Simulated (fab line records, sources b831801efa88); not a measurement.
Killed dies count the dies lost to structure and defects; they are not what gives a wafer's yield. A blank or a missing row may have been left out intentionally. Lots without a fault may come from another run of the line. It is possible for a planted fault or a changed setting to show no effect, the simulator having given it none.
Which tool was responsible? | flow sky130 | 36 wafers from 12 lots sampled at 5 of the route's 708 steps

## WHAT EACH GAUGE READ, for each wafer
SKY_CAP2M_THK_MEAS_01.
lot  | measured     | on           | CAP2M_CVD_00_THK (nm)
L313 | day 40 04:59 | filmMetro-03 | 15.74 15.78 15.92
L312 | day 40 06:14 | filmMetro-04 | 15.35 15.26 15.64
L314 | day 40 14:56 | filmMetro-02 | 15.33 15.54 15.61
L319 | day 42 09:54 | filmMetro-03 | 15.23 15.56 15.62
L324 | day 44 04:38 | filmMetro-04 | 15.50 15.40 15.94
L325 | day 44 16:44 | filmMetro-02 | 15.42 15.77 15.77
L326 | day 44 18:57 | filmMetro-04 | 15.19 15.65 15.89
L328 | day 45 00:33 | filmMetro-03 | 15.67 15.62 15.66
L327 | day 45 03:19 | filmMetro-03 | 15.44 15.35 15.52
L332 | day 45 14:17 | filmMetro-03 | 15.53 15.35 15.89
L333 | day 46 00:28 | filmMetro-02 | 15.71 15.50 15.55
L335 | day 46 06:50 | filmMetro-02 | 15.44 15.87 15.60

## WHICH TOOL RAN EACH LOT (tool, then ch and the chambers of the sampled wafers, then the start)
lot  | SKY_VIA3_CMP_02               | SKY_VIA3_ETCH_14                  | SKY_VIA3_ETCH_15                  | SKY_METAL4_SPUTTER_00
L313 | cmp-01 ch 2,3, day 39 02:34   | rieDiel-02 ch 0,1,2, day 40 03:27 | rieDiel-02 ch 0,1,2, day 40 03:29 | pvdSputter-03, day 40 04:49
L312 | cmp-01 ch 1,2,3, day 39 03:04 | rieDiel-03 ch 0,1,3, day 40 04:31 | rieDiel-03 ch 0,1,3, day 40 04:34 | pvdSputter-01, day 40 06:04
L314 | cmp-01 ch 0,2, day 39 12:05   | rieDiel-01 ch 0,3, day 40 13:04   | rieDiel-01 ch 0,3, day 40 13:07   | pvdSputter-03, day 40 14:46
L319 | cmp-02 ch 0,2,3, day 41 08:38 | rieDiel-02 ch 0,3, day 42 08:22   | rieDiel-02 ch 0,3, day 42 08:25   | pvdSputter-04, day 42 09:43
L324 | cmp-02 ch 2,3, day 43 03:52   | rieDiel-02 ch 0,1,2, day 44 03:04 | rieDiel-02 ch 0,1,2, day 44 03:07 | pvdSputter-03, day 44 04:28
L325 | cmp-01 ch 0,3, day 43 15:57   | rieDiel-02 ch 2,3, day 44 15:09   | rieDiel-02 ch 2,3, day 44 15:11   | pvdSputter-01, day 44 16:33
L326 | cmp-01 ch 0,1,3, day 43 18:07 | rieDiel-01 ch 0,1,2, day 44 17:25 | rieDiel-01 ch 0,1,2, day 44 17:28 | pvdSputter-01, day 44 18:47
L328 | cmp-02 ch 0,2,3, day 43 23:59 | rieDiel-02 ch 0,3, day 44 22:59   | rieDiel-02 ch 0,3, day 44 23:01   | pvdSputter-01, day 45 00:21
L327 | cmp-02 ch 0,2,3, day 44 02:53 | rieDiel-03 ch 1,2,3, day 45 01:44 | rieDiel-03 ch 1,2,3, day 45 01:46 | pvdSputter-04, day 45 03:08
L332 | cmp-01 ch 0,1,3, day 44 15:13 | rieDiel-03 ch 1,3, day 45 12:42   | rieDiel-03 ch 1,3, day 45 12:44   | pvdSputter-04, day 45 14:06
L333 | cmp-01 ch 0,1,2, day 45 01:26 | rieDiel-01 ch 0,1,2, day 45 22:54 | rieDiel-01 ch 0,1,2, day 45 22:56 | pvdSputter-03, day 46 00:16
L335 | cmp-02 ch 0,1,3, day 45 06:06 | rieDiel-03 ch 0,1, day 46 04:07   | rieDiel-03 ch 0,1, day 46 04:10   | pvdSputter-03, day 46 06:40
- SKY_VIA3_CMP_02: polishes SiO2.
- SKY_VIA3_ETCH_14: etches BARC in N2/H2, stops on SiO2, time 45.9 s, target depth 60 nm.
- SKY_VIA3_ETCH_15: etches SiO2 in C4F8/O2/Ar, stops on TiN, target depth 507 nm, time 78 s.
- SKY_METAL4_SPUTTER_00: material Ti, target thk 15 nm, time 10 s.

## WHAT THE TOOLS THEMSELVES READ (means of the sampled wafers that have a number; where no wafer has one, the mark that the record gives instead)
SKY_VIA3_CMP_02.
lot  | tool   | motorCurrentA (A)
L313 | cmp-01 | 12.3
L312 | cmp-01 | 12.3
L314 | cmp-01 | 12.2
L319 | cmp-02 | 13.0
L324 | cmp-02 | 13.1
L325 | cmp-01 | 11.9
L326 | cmp-01 | 12.2
L328 | cmp-02 | 13.0
L327 | cmp-02 | 13.1
L332 | cmp-01 | 12.7
L333 | cmp-01 | 12.7
L335 | cmp-02 | 11.7

SKY_VIA3_ETCH_14.
lot  | tool       | drypumpMotorCurrentA (A) | oesProductAu (a.u.) | throttleValvePct (%)
L313 | rieDiel-02 | 5.9                      | 0.854               | 13.228
L312 | rieDiel-03 | 5.4                      | 0.856               | 13.221
L314 | rieDiel-01 | 5.9                      | 0.858               | 13.221
L319 | rieDiel-02 | 5.6                      | 0.857               | 13.230
L324 | rieDiel-02 | 5.9                      | 0.856               | 13.225
L325 | rieDiel-02 | 6.1                      | 0.852               | 13.223
L326 | rieDiel-01 | 5.8                      | 0.856               | 13.215
L328 | rieDiel-02 | 5.6                      | 0.850               | 13.226
L327 | rieDiel-03 | 5.6                      | 0.853               | 13.226
L332 | rieDiel-03 | 5.6                      | 0.852               | 13.224
L333 | rieDiel-01 | 5.8                      | 0.848               | 13.232
L335 | rieDiel-03 | 5.2                      | 0.856               | 13.227

SKY_VIA3_ETCH_15.
lot  | tool       | oesProductAu (a.u.)
L313 | rieDiel-02 | 0.948
L312 | rieDiel-03 | 0.942
L314 | rieDiel-01 | 0.977
L319 | rieDiel-02 | 0.950
L324 | rieDiel-02 | 0.946
L325 | rieDiel-02 | 0.945
L326 | rieDiel-01 | 0.942
L328 | rieDiel-02 | 0.946
L327 | rieDiel-03 | 0.950
L332 | rieDiel-03 | 0.947
L333 | rieDiel-01 | 0.945
L335 | rieDiel-03 | 0.944

SKY_METAL4_SPUTTER_00.
lot  | tool          | throttleValvePct (%)
L313 | pvdSputter-03 | 29.9
L312 | pvdSputter-01 | 29.3
L314 | pvdSputter-03 | 29.2
L319 | pvdSputter-04 | 31.0
L324 | pvdSputter-03 | 29.9
L325 | pvdSputter-01 | 29.7
L326 | pvdSputter-01 | 29.6
L328 | pvdSputter-01 | 29.8
L327 | pvdSputter-04 | 30.8
L332 | pvdSputter-04 | 31.0
L333 | pvdSputter-03 | 28.8
L335 | pvdSputter-03 | 29.8

## THE ANSWER, worked out from the rows above alone
Rule: usual is defined by the lots themselves. The widest of any qualifying gaps counts: lots, ordered by their means at a reading, are off when they make up no more than a third of the lots, leave a main group of 4 or more, and stand apart from it by 3 or more times the standard deviation of that group's means. If all means in a main group match to the digits the tables above print for the reading, that group is not used. Also off: a lot with no number at a reading for which 4 or more lots have one. The other lots that the step has rows for count as sound. First the gauges in route order, then the tools' own readings, where a lot's mean is used as printed above. The first step at which some lot is off is used, and at that step the reading that is off furthest; a lot without a number counts as furthest.
Off: L314 (SKY_VIA3_ETCH_15, oesProductAu). Main group: mean 0.946 a.u., sd 0.0026.
If a tool, at that step or one of the process steps before it, ran each lot that is off and ran no sound lot following the first of them, it fits. Not one of the candidates tried fits.

## WHAT WAS PUT IN BY THE SIMULATOR
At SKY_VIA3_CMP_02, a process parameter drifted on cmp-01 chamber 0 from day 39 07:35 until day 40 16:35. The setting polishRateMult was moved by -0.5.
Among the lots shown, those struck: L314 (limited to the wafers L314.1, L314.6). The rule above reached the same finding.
